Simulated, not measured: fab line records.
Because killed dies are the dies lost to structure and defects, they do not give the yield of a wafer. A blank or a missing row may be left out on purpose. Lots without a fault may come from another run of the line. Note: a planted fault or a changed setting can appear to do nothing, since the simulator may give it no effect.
8D (eight disciplines) problem report, filled in by code	flow sky130	the parts of the form that need people (team, actions taken, sign-off) are left out

1. THE ISSUE
A mean of 120.0 s is read at SKY_METAL3_ETCH_16 for run_length_s, taken on 1 wafer of 1 lot, against 116.6 s (standard deviation 0.76) on wafers free of any fault. Measured from the usual mean, that is +4.5 standard deviations.
The step: etches BARC in N2/H2, stops on SiO2, time 88.2 s, target depth 60 nm.
The first sign was on wafer L957.4 at day 41 00:24, on rie_metal-01. Wafers with a number at this step in the record: 30, from 10 lots. By rule, "out" or "out of limits" means more than 4 standard deviations away from the usual mean. The rest of the wafers with a number are treated as sound.

2. WHAT THIS IS AND IS NOT
question	is	is not
which readings at this step	run_length_s	drypump_motor_current_A, h2_flow_sccm, oes_product_au, throttle_valve_pct
which lots	L957	L949, L962, L963, L967, L968, L969, L970, L971, L972
which wafers of those lots	L957.4	L957.1, L957.2
read on which tools	rie_metal-01	rie_metal-03, rie_metal-04
when	from day 41 00:24	up to then (5 sound wafers); but 24 sound wafers of L962, L963, L967, L968, L969, L970, L971, L972 came after

3. SUSPECTS, AND WHAT RULES EACH OUT
Counting: a tool at a process step up to the reading stays a suspect if it ran every lot that is out. Sound lots after the first of them don't rule it out here, since some wafers of a struck lot are sound.
- rie_metal-01 at SKY_METAL3_DESCUM_15 (chemistry O2, time 8 s): kept. It ran the lot that is out, L957 (day 41 00:22).
- rie_metal-01 at SKY_METAL3_ETCH_16 (etches BARC in N2/H2, stops on SiO2, time 88.2 s, target depth 60 nm): kept. It ran the lot that is out, L957 (day 41 00:24). Its own run_length_s readings are out on those wafers.
The count leaves rie_metal-01 at SKY_METAL3_ETCH_16 and rie_metal-01 at SKY_METAL3_DESCUM_15.

4. THE CAUSE (what the simulator had put in)
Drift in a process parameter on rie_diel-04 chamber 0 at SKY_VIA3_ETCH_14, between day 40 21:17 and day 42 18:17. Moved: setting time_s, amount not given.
Counting did not keep it: at no step up to the reading does the record show it running every lot that is out.

5. THE EFFECT CHAIN, in route order
Each row: a reading whose mean over the struck wafers that have a number lies more than 3 standard deviations from the usual. Readings are gone through only where the record gives a usual standard deviation; hours: the median, over the lots, of the time from a lot's start at the first step in this table giving one to that lot's start at this step; sigmas: the change measured in usual standard deviations.
hours	step	reading	usual	on struck wafers	change	sigmas
0	SKY_VIA3_ETCH_14	oes_product_au	0.854 a.u.	1.000	+0.146	+31
0	SKY_VIA3_ETCH_14	run_length_s	74.2 s	67.7	-6.5	-12
0	SKY_VIA3_STRIP_16	strip_time_to_endpoint_s	4.132 s	4.208	+0.076	+3.2
Here are the process steps it includes:
- SKY_VIA3_ETCH_14: etches BARC in N2/H2, stops on SiO2, time 45.9 s, target depth 60 nm.
- SKY_VIA3_STRIP_16: strips in O2/N2.
Later steps that measure or inspect, where all struck wafers having a row at the step show a number for every such reading and not one has moved that far: SKY_VIA3_THK_MEAS_23.

6. HOW IT WOULD HAVE BEEN CAUGHT EARLIER
The fault began at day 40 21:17; the first out-of-limits reading in this record came at day 41 00:24, 3 hours later.
